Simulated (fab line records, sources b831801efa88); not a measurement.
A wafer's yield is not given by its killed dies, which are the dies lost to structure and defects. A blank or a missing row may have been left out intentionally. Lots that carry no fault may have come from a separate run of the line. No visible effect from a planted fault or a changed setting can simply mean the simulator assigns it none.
Which tool did it?    flow sky130    10 lots with 29 wafers sampled at 5 steps, on a route of 708 steps

## WHAT THE GAUGES SHOWED, per wafer
SKY_CAPM_RS_MEAS_03: measurement is done with a four-point probe.
lot   measured      on             CAPM_TIN_RS (ohm/sq)
L962  day 36 09:23  film metro-03  6.88 6.91 6.83
L963  day 37 02:17  film metro-02  6.94 6.83 6.91
L964  day 37 05:20  film metro-02  6.87 6.89 6.95
L970  day 38 20:56  film metro-02  7.41 7.28
L972  day 39 12:41  film metro-02  7.21 7.13 7.26
L973  day 39 20:02  film metro-03  7.22 7.35 7.27
L975  day 40 20:57  film metro-04  6.93 6.97 6.94
L979  day 41 17:27  film metro-03  6.96 7.04 7.01
L981  day 42 09:32  film metro-02  6.89 6.89 6.95
L982  day 42 14:46  film metro-04  6.78 6.69 6.80

## WHAT TOOL EACH LOT RAN ON (gives the tool, then ch and the chambers of the sampled wafers, and finally the start)
lot   SKY_VIA1_SPUTTER_20           SKY_METAL2_SPUTTER_04         SKY_VIA2_CMP_02                SKY_CAPM_SPUTTER_02
L962  pvd sputter-02, day 34 00:43  pvd sputter-04, day 34 01:26  cmp-01 ch 2,3, day 35 05:28    pvd sputter-04, day 36 09:16
L963  pvd sputter-04, day 34 17:26  pvd sputter-04, day 34 18:10  cmp-02 ch 2,3, day 35 22:03    pvd sputter-03, day 37 02:08
L964  pvd sputter-03, day 34 20:53  pvd sputter-04, day 34 21:37  cmp-02 ch 0,2, day 36 01:34    pvd sputter-03, day 37 05:12
L970  pvd sputter-02, day 36 13:34  pvd sputter-02, day 36 14:22  cmp-02 ch 0,3, day 37 17:26    pvd sputter-04, day 38 20:49
L972  pvd sputter-04, day 37 04:59  pvd sputter-04, day 37 05:43  cmp-01 ch 0,3, day 38 09:14    pvd sputter-04, day 39 12:31
L973  pvd sputter-04, day 37 13:10  pvd sputter-02, day 37 13:53  cmp-01 ch 0,1,3, day 38 16:37  pvd sputter-04, day 39 19:56
L975  pvd sputter-04, day 38 14:10  pvd sputter-04, day 38 14:53  cmp-01 ch 0,1,3, day 39 17:19  pvd sputter-03, day 40 20:50
L979  pvd sputter-02, day 39 11:40  pvd sputter-02, day 39 12:40  cmp-01 ch 0,1, day 40 14:49    pvd sputter-03, day 41 17:19
L981  pvd sputter-02, day 40 04:58  pvd sputter-04, day 40 05:41  cmp-01 ch 0,2,3, day 41 07:30  pvd sputter-04, day 42 09:23
L982  pvd sputter-02, day 40 10:26  pvd sputter-01, day 40 11:10  cmp-02 ch 0,1,3, day 41 13:15  pvd sputter-04, day 42 14:39
- SKY_VIA1_SPUTTER_20: material TiN, target thk 20 nm, time 80 s.
- SKY_METAL2_SPUTTER_04: material TiN, target thk 70 nm, time 58.3 s.
- SKY_VIA2_CMP_02: polishes SiO2.
- SKY_CAPM_SPUTTER_02: material TiN, target thk 200 nm, time 166.7 s.

## THE ANSWER, worked out from the rows above alone
Rule: the lots themselves supply what counts as usual. Put in order of their means at a reading, lots are off if they are a third of the lots or fewer, leave a main group of 4 or more, and stand apart from it by a gap of 3 or more times the standard deviation of the main group's means; of several such gaps the widest counts. A main group is skipped when, at the precision printed for the reading in the tables above, its means are all equal. A lot without any number at a reading at which 4 lots or more have one is off too. The other lots that the step has rows for count as sound.
No lot is off on any of the readings shown, so nothing can be concluded from this.

## WHAT WAS PUT IN BY THE SIMULATOR
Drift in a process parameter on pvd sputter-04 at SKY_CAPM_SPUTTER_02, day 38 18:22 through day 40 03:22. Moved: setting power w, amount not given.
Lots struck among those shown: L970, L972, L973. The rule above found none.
